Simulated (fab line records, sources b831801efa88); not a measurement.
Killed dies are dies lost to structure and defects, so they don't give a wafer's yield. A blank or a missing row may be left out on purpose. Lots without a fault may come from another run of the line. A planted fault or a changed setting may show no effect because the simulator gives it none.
Which tool did it? | flow sky130 | 13 lots, 39 wafers sampled, at 4 steps of a route of 708

WHAT THE GAUGES READ, wafer by wafer
SKY_POLY_GATE_OVL_MEAS_14. Usual: POLY_GATE_OVL 1 nm, standard deviation 5.6.
lot  | measured     | on         | POLY_GATE_OVL (nm) | flag
L840 | day 15 21:42 | overlay-01 | -4 -2 -3           |
L844 | day 17 19:31 | overlay-01 | 12 8 0             |
L845 | day 17 22:49 | overlay-01 | -1 2 -3            |
L847 | day 18 21:19 | overlay-02 | 4 -1 1             |
L848 | day 19 06:15 | overlay-02 | 11 9 6             |
L852 | day 21 10:48 | overlay-02 | 0 -2 -6            |
L856 | day 22 22:17 | overlay-02 | -3 -6 3            |
L857 | day 23 00:39 | overlay-01 | 1 2 4              |
L858 | day 23 06:19 | overlay-02 | -6 0 -3            |
L860 | day 23 14:36 | overlay-02 | -12 -15 -14        |
L862 | day 24 14:41 | overlay-01 | -2 -3 -4           |
L861 | day 24 17:42 | overlay-01 | 4 7 5              |
L863 | day 25 09:38 | overlay-01 | -3 8 -2            |

SKY_POLY_CUT_CD_MEAS_08: target cd 270 nm. Usual: cd_nm 270.0 nm, standard deviation 1.4.
lot  | measured     | on        | cd_nm (nm)        | flag
L840 | day 23 15:47 | cd_sem-01 | 268.3 268.0 267.3 |
L844 | day 25 15:37 | cd_sem-01 | 270.1 268.6 270.0 |
L845 | day 25 18:23 | cd_sem-02 | 271.2 270.2 269.8 |
L847 | day 26 13:10 | cd_sem-01 | 271.2 269.3 271.1 |
L848 | day 26 23:32 | cd_sem-01 | 268.3 269.9 269.6 |
L852 | day 28 23:49 | cd_sem-02 | 271.8 271.4 271.8 |
L856 | day 30 10:32 | cd_sem-01 | 268.7 267.7 268.7 |
L857 | day 30 13:34 | cd_sem-02 | 271.2 271.1 270.1 |
L858 | day 30 16:02 | cd_sem-01 | 271.1 270.2 271.6 |
L860 | day 30 23:43 | cd_sem-02 | 271.4 268.7 270.2 |
L862 | day 32 02:50 | cd_sem-01 | 271.6 271.1 271.8 |
L861 | day 32 02:12 | cd_sem-01 | 271.6 270.2 270.6 |
L863 | day 32 18:29 | cd_sem-01 | 269.4 269.8 268.9 |

WHICH TOOL RAN EACH LOT (tool, then ch and the chambers of the sampled wafers, then the start)
lot  | SKY_LDD_HVN_STRIP_09                 | SKY_LDD_LDN_IMPLANT_11
L840 | plasma_asher-01 ch 0,1, day 19 16:44 | implanter-02 ch 0, day 22 06:31
L844 | plasma_asher-03 ch 0,1, day 21 18:24 | implanter-02 ch 0, day 24 06:56
L845 | plasma_asher-03 ch 0,1, day 21 23:01 | implanter-04 ch 0, day 24 11:27
L847 | plasma_asher-01 ch 0,1, day 22 20:06 | implanter-03 ch 0, day 25 07:07
L848 | plasma_asher-03 ch 1, day 23 04:10   | implanter-04 ch 0, day 25 16:22
L852 | plasma_asher-04 ch 0,1, day 25 06:49 | implanter-04 ch 0, day 27 16:59
L856 | plasma_asher-04 ch 0,1, day 26 18:07 | implanter-04 ch 0, day 29 03:46
L857 | plasma_asher-01 ch 1, day 26 20:28   | implanter-04 ch 0, day 29 05:53
L858 | plasma_asher-04 ch 0,1, day 27 00:55 | implanter-03 ch 0, day 29 10:13
L860 | plasma_asher-04 ch 0,1, day 27 09:53 | implanter-03 ch 0, day 29 19:01
L862 | plasma_asher-03 ch 0,1, day 28 07:46 | implanter-02 ch 0, day 30 16:37
L861 | plasma_asher-04 ch 0,1, day 28 12:08 | implanter-03 ch 0, day 30 19:27
L863 | plasma_asher-01 ch 0,1, day 29 03:46 | implanter-02 ch 0, day 31 11:59
- SKY_LDD_HVN_STRIP_09: strips in O2/N2.
- SKY_LDD_LDN_IMPLANT_11

WHAT THE TOOLS THEMSELVES READ (means of the sampled wafers that have a number; where no wafer has one, the mark that the record gives instead)
SKY_LDD_HVN_STRIP_09. Usual: drypump_motor_current_A 5.6 A, standard deviation 0.45; oes_product_au 0.409 a.u., standard deviation 0.0043; strip_time_to_endpoint_s 4.134 s, standard deviation 0.014.
lot  | tool            | drypump_motor_current_A (A) | oes_product_au (a.u.) | strip_time_to_endpoint_s (s) | flag
L840 | plasma_asher-01 | 5.6                         | 0.406                 | 4.152                        |
L844 | plasma_asher-03 | 5.9                         | 0.413                 | 4.136                        |
L845 | plasma_asher-03 | 6.1                         | 0.411                 | 4.139                        |
L847 | plasma_asher-01 | 5.3                         | 0.411                 | 4.124                        |
L848 | plasma_asher-03 | 5.7                         | 0.411                 | 4.143                        |
L852 | plasma_asher-04 | 5.3                         | 0.411                 | 4.145                        |
L856 | plasma_asher-04 | 5.3                         | 0.407                 | 4.113                        |
L857 | plasma_asher-01 | 5.1                         | 0.410                 | 4.135                        |
L858 | plasma_asher-04 | 5.3                         | 0.408                 | 4.138                        |
L860 | plasma_asher-04 | 5.3                         | 0.410                 | 4.146                        |
L862 | plasma_asher-03 | 6.0                         | 0.406                 | 4.147                        |
L861 | plasma_asher-04 | 5.3                         | 0.405                 | 4.129                        |
L863 | plasma_asher-01 | 5.6                         | 0.406                 | 4.114                        |

SKY_LDD_LDN_IMPLANT_11. Usual: beam_energy_keV 15.000, standard deviation 0.0046; rotation_deg 293.00 degrees, standard deviation 0.047.
lot  | tool         | beam_energy_keV | rotation_deg (degrees) | flag
L840 | implanter-02 | 15.001          | 293.03                 |
L844 | implanter-02 | 14.996          | 293.07                 |
L845 | implanter-04 | 15.003          | 292.94                 |
L847 | implanter-03 | 15.000          | 293.00                 |
L848 | implanter-04 | 15.002          | 292.98                 |
L852 | implanter-04 | 14.997          | 293.03                 |
L856 | implanter-04 | 15.808          | 292.96                 | OFF
L857 | implanter-04 | 15.807          | 292.96                 | OFF
L858 | implanter-03 | 15.006          | 293.01                 |
L860 | implanter-03 | 14.999          | 293.02                 |
L862 | implanter-02 | 14.999          | 292.94                 |
L861 | implanter-03 | 14.999          | 293.06                 |
L863 | implanter-02 | 14.997          | 293.01                 |

THE ANSWER, worked out from the rows above alone
Rule: a lot is off if the mean of its wafers that have a number lies more than 3 standard deviations from the usual mean. A lot without any number at a reading at which 4 lots or more have one is off too. The other lots that the step has rows for count as sound. The gauges are gone through in route order, then the tools' own readings, and for those a lot's mean is taken as printed above. The first step at which some lot is off is used, and at that step the reading that is off furthest; a lot without a number counts as furthest.
Off: L856, L857, at SKY_LDD_LDN_IMPLANT_11 (beam_energy_keV).
A tool fits if, at that step or a process step before it, it ran every lot that is off, and no sound lot after the first of them. One fits: implanter-04 at SKY_LDD_LDN_IMPLANT_11. Its last sound lot is L852 (day 27 16:59), its first lot that is off L856 (day 29 03:46): a fault that began between those two fits.
The tool's own readings at SKY_LDD_LDN_IMPLANT_11 bear it out: on the lots that are off they differ by more than 5 times the standard deviation of the sound lots' means. beam_energy_keV reads 15.808 there against 15.000 on the sound lots.

WHAT THE SIMULATOR HAD PUT IN
Process parameter drift: implanter-04, from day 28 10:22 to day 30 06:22, at SKY_LDD_LDN_IMPLANT_11. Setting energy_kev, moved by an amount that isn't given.
Lots struck among those shown: L856, L857. The rule above found the same.
